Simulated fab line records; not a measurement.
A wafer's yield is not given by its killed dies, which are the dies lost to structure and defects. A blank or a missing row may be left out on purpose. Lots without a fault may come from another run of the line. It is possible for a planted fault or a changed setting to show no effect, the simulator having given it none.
Problem report, 8D (eight disciplines) form, completed by code    flow gf180mcu    the parts of the form that need people (team, actions taken, sign-off) are left out

== 1. THE PROBLEM ==
Mean of oes-product-au at GF_V5_ETCH_17: 0.806 a.u. across 2 wafers in 2 lots; on wafers with no fault it is 0.859 a.u. (standard deviation 0.0046). Measured from the usual mean, that is -12 standard deviations.
The step: etches SiO2 in C4F8/O2/Ar, stops on TiN, target depth 855 nm.
The step gives no start for some of these wafers. At this step, 38 wafers from 13 lots have a number in the record. Rule for "out" (also "out of limits"): further than 4 standard deviations from the usual mean. Any other wafer with a number is counted as sound.

== 2. WHAT IT IS, WHAT IT ISN'T ==
question                     is                        is not
which readings at this step  oes-product-au            -
which lots                   L131, L132                L120, L121, L122, L123, L124, L135, L137, L138, L139, L141, L142
which wafers of those lots   L131.1, L132.1            L131.3, L131.6, L132.3
read on which tools          rie-diel-01, rie-diel-03  rie-diel-02

== 3. WHAT RULES OUT EACH SUSPECT ==
Counting: if a tool at a process step up to the reading ran every lot that is out, it stays a suspect. Sound lots after the first of them don't rule it out here, since some wafers of a struck lot are sound.
- cmp-02 at GF_V5_CMP_04 (polishes SiO2): kept. Every lot that is out went through it, the first being L131 (day 29 20:15); the last sound lot it ran before that was L122 (day 27 06:19).
- Within cmp-02 at GF_V5_CMP_04: the wafers that are out ran in chambers 0, 1; their sound lot-mates ran in chambers 2, 3.
After counting, what remains is cmp-02 at GF_V5_CMP_04.

== 4. THE CAUSE (what the simulator had put in) ==
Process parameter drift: cmp-02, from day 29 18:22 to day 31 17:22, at GF_V5_CMP_04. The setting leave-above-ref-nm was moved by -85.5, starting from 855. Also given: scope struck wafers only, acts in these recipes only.
Counting left only this tool.

== 5. THE EFFECT CHAIN, in route order ==
Rows list readings where the struck wafers' mean (over those with a number) sits beyond 3 standard deviations from the usual. Only readings for which the record gives a usual standard deviation are gone through. hours: the time from each lot's start at the first step in this table that gives one to its start at this step, as a median over the lots. sigmas: the change in usual standard deviations.
hours  step           reading         usual       on struck wafers  change  sigmas
-      GF_V5_ETCH_17  oes-product-au  0.859 a.u.  0.806             -0.053  -12
Here are the process steps it includes:
- GF_V5_ETCH_17: etches SiO2 in C4F8/O2/Ar, stops on TiN, target depth 855 nm.

== 6. WHAT WOULD HAVE CAUGHT IT SOONER ==
Of the tool readings at GF_V5_CMP_04 for which the record gives a usual standard deviation, none was out on any struck wafer, so an alarm limit of 4 standard deviations on them would not have fired.
